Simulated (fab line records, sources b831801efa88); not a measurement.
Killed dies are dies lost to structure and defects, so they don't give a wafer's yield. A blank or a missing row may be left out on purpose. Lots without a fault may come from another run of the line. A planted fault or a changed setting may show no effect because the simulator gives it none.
Which tool did it? | flow gf180mcu | 14 lots, 42 wafers sampled, at 5 steps of a route of 602

WHAT THE GAUGES READ, wafer by wafer
GF_HV_LDD_OVL_MEAS_08. Usual: HV_LDD_OVL 0.3 nm, standard deviation 1.4.
lot  | measured     | on         | HV_LDD_OVL (nm) | flag
L284 | day 9 22:50  | overlay-01 | -0.1 3.1 2.8    |
L285 | day 10 16:01 | overlay-01 | -1.2 -0.5 -0.8  |
L286 | day 10 18:26 | overlay-01 | -1.4 -1.0 0.6   |
L287 | day 10 23:02 | overlay-01 | -1.0 1.7 2.2    |
L288 | day 11 11:55 | overlay-02 | 1.7 1.6 1.5     |
L291 | day 12 06:20 | overlay-01 | 0.0 -0.2 2.1    |
L296 | day 13 14:19 | overlay-02 | -1.0 -1.0 -2.1  |
L299 | day 14 13:16 | overlay-02 | 0.4 0.1 0.2     |
L300 | day 14 21:32 | overlay-02 | -0.6 -0.7 -1.2  |
L301 | day 15 07:38 | overlay-02 | -3.0 -0.5 -0.3  |
L302 | day 15 10:09 | overlay-02 | 1.7 1.4 1.1     |
L305 | day 16 11:41 | overlay-01 | -2.6 -2.1 0.3   |
L306 | day 16 15:08 | overlay-01 | -1.2 0.8 0.2    |
L307 | day 16 21:51 | overlay-01 | 1.0 2.4 2.4     |

GF_HV_LDD_OVL_MEAS_47. Usual: HV_LDD_03_OVL -0.6 nm, standard deviation 1.2.
lot  | measured     | on         | HV_LDD_03_OVL (nm) | flag
L284 | day 12 09:08 | overlay-01 | -0.1 -0.1 1.2      |
L285 | day 13 03:30 | overlay-01 | -0.6 -1.2 -0.5     |
L286 | day 13 06:41 | overlay-02 | -1.2 -2.6 -1.6     |
L287 | day 13 10:37 | overlay-02 | -1.0 -0.2 0.8      |
L288 | day 14 00:56 | overlay-01 | -0.6 0.0 2.4       |
L291 | day 14 20:20 | overlay-02 | -1.0 -1.9 -1.7     |
L296 | day 16 07:37 | overlay-01 | -1.1 -1.0 0.6      |
L299 | day 17 08:49 | overlay-02 | -2.8 -2.3 -1.5     |
L300 | day 17 18:05 | overlay-02 | -1.5 -0.8 0.5      |
L301 | day 18 03:40 | overlay-02 | -2.2 -1.4 -0.1     |
L302 | day 18 06:48 | overlay-01 | -2.6 -0.4 -0.2     |
L305 | day 19 10:26 | overlay-01 | -2.0 -0.5 -1.1     |
L306 | day 19 14:49 | overlay-02 | -2.5 0.4 -1.4      |
L307 | day 19 21:18 | overlay-02 | 0.3 -0.7 -0.9      |

GF_PSD_CD_MEAS_07: target cd 400 nm. Usual: cd_nm 399.7 nm, standard deviation 2.6.
lot  | measured     | on        | cd_nm (nm)        | flag
L284 | day 14 06:35 | cd_sem-01 | 404.0 401.6 401.2 |
L285 | day 15 02:28 | cd_sem-01 | 400.3 400.4 398.3 |
L286 | day 15 03:25 | cd_sem-01 | 400.6 397.5 399.9 |
L287 | day 15 07:49 | cd_sem-02 | 401.3 401.2 403.7 |
L288 | day 15 22:37 | cd_sem-01 | 399.3 401.3 396.4 |
L291 | day 16 20:47 | cd_sem-02 | 401.8 402.2 401.2 |
L296 | day 18 09:37 | cd_sem-01 | 401.1 403.5 403.9 |
L299 | day 19 10:37 | cd_sem-02 | 401.1 399.4 397.3 |
L300 | day 19 20:52 | cd_sem-02 | 398.9 397.8 396.6 |
L301 | day 20 07:28 | cd_sem-01 | 397.9 397.5 399.0 |
L302 | day 20 10:22 | cd_sem-01 | 397.0 394.8 394.7 |
L305 | day 21 15:24 | cd_sem-02 | 396.7 397.8 397.6 |
L306 | day 21 18:25 | cd_sem-02 | 402.1 401.4 401.5 |
L307 | day 22 00:08 | cd_sem-01 | 398.1 401.0 402.3 |

WHICH TOOL RAN EACH LOT (tool, then ch and the chambers of the sampled wafers, then the start)
lot  | GF_VT_IMPLANT_COAT_24             | GF_VT_IMPLANT_STRIP_31
L284 | litho_track-03 ch 0, day 6 11:53  | plasma_asher-02 ch 0,1, day 6 20:07
L285 | litho_track-03 ch 0, day 6 19:25  | plasma_asher-03 ch 0,1, day 7 03:17
L286 | litho_track-04 ch 0, day 7 00:04  | plasma_asher-03 ch 0,1, day 7 08:17
L287 | litho_track-03 ch 0, day 7 09:01  | plasma_asher-02 ch 0,1, day 7 16:26
L288 | litho_track-03 ch 0, day 7 22:49  | plasma_asher-03 ch 0,1, day 8 06:32
L291 | litho_track-03 ch 0, day 8 12:56  | plasma_asher-04 ch 0,1, day 8 21:26
L296 | litho_track-04 ch 0, day 9 14:37  | plasma_asher-02 ch 0,1, day 9 23:11
L299 | litho_track-01 ch 0, day 10 11:49 | plasma_asher-04 ch 0,1, day 10 20:46
L300 | litho_track-01 ch 0, day 10 17:55 | plasma_asher-03 ch 0,1, day 11 03:31
L301 | litho_track-03 ch 0, day 11 02:33 | plasma_asher-04 ch 0,1, day 11 12:04
L302 | litho_track-01 ch 0, day 11 07:31 | plasma_asher-04 ch 0,1, day 11 16:35
L305 | litho_track-04 ch 0, day 12 02:10 | plasma_asher-04 ch 1, day 12 11:41
L306 | litho_track-04 ch 0, day 12 09:19 | plasma_asher-04 ch 0,1, day 12 19:29
L307 | litho_track-04 ch 0, day 12 12:10 | plasma_asher-04 ch 0,1, day 12 22:56
- GF_VT_IMPLANT_COAT_24: resist thk 1000 nm.
- GF_VT_IMPLANT_STRIP_31: strips in O2/N2.

WHAT THE TOOLS THEMSELVES READ (means of the sampled wafers that have a number; where no wafer has one, the mark that the record gives instead)
GF_VT_IMPLANT_STRIP_31. Usual: drypump_motor_current_A 5.82 A, standard deviation 0.28; heater_power_w 323 W, standard deviation 32; oes_product_au 0.716 a.u., standard deviation 0.0042; strip_time_to_endpoint_s 12.61 s, standard deviation 0.043.
lot  | tool            | drypump_motor_current_A (A) | heater_power_w (W) | oes_product_au (a.u.) | strip_time_to_endpoint_s (s) | flag
L284 | plasma_asher-02 | 5.75                        | 333                | 0.718                 | 12.59                        |
L285 | plasma_asher-03 | 5.57                        | 276                | 0.718                 | 12.62                        |
L286 | plasma_asher-03 | 5.89                        | 272                | 0.717                 | 12.65                        |
L287 | plasma_asher-02 | 5.76                        | 343                | 0.712                 | 12.78                        | OFF
L288 | plasma_asher-03 | 5.58                        | 282                | 0.717                 | 12.79                        | OFF
L291 | plasma_asher-04 | 5.90                        | 351                | 0.718                 | 12.77                        | OFF
L296 | plasma_asher-02 | 5.74                        | 339                | 0.715                 | 12.65                        |
L299 | plasma_asher-04 | 5.90                        | 343                | 0.717                 | 12.60                        |
L300 | plasma_asher-03 | 5.89                        | 274                | 0.717                 | 12.61                        |
L301 | plasma_asher-04 | 5.92                        | 349                | 0.713                 | 12.57                        |
L302 | plasma_asher-04 | 5.93                        | 345                | 0.715                 | 12.59                        |
L305 | plasma_asher-04 | 5.88                        | 344                | 0.714                 | 12.60                        |
L306 | plasma_asher-04 | 5.92                        | 343                | 0.714                 | 12.65                        |
L307 | plasma_asher-04 | 5.91                        | 344                | 0.716                 | 12.61                        |

THE ANSWER, worked out from the rows above alone
Rule: a lot is off if the mean of its wafers that have a number lies more than 3 standard deviations from the usual mean. A lot without any number at a reading at which 4 lots or more have one is off too. The other lots that the step has rows for count as sound. The gauges are gone through in route order, then the tools' own readings, and for those a lot's mean is taken as printed above. The first step at which some lot is off is used, and at that step the reading that is off furthest; a lot without a number counts as furthest.
Off: L287, L288, L291, at GF_VT_IMPLANT_STRIP_31 (strip_time_to_endpoint_s).
A tool fits if, at that step or a process step before it, it ran every lot that is off, and no sound lot after the first of them. None of those tried fits.

WHAT THE SIMULATOR HAD PUT IN
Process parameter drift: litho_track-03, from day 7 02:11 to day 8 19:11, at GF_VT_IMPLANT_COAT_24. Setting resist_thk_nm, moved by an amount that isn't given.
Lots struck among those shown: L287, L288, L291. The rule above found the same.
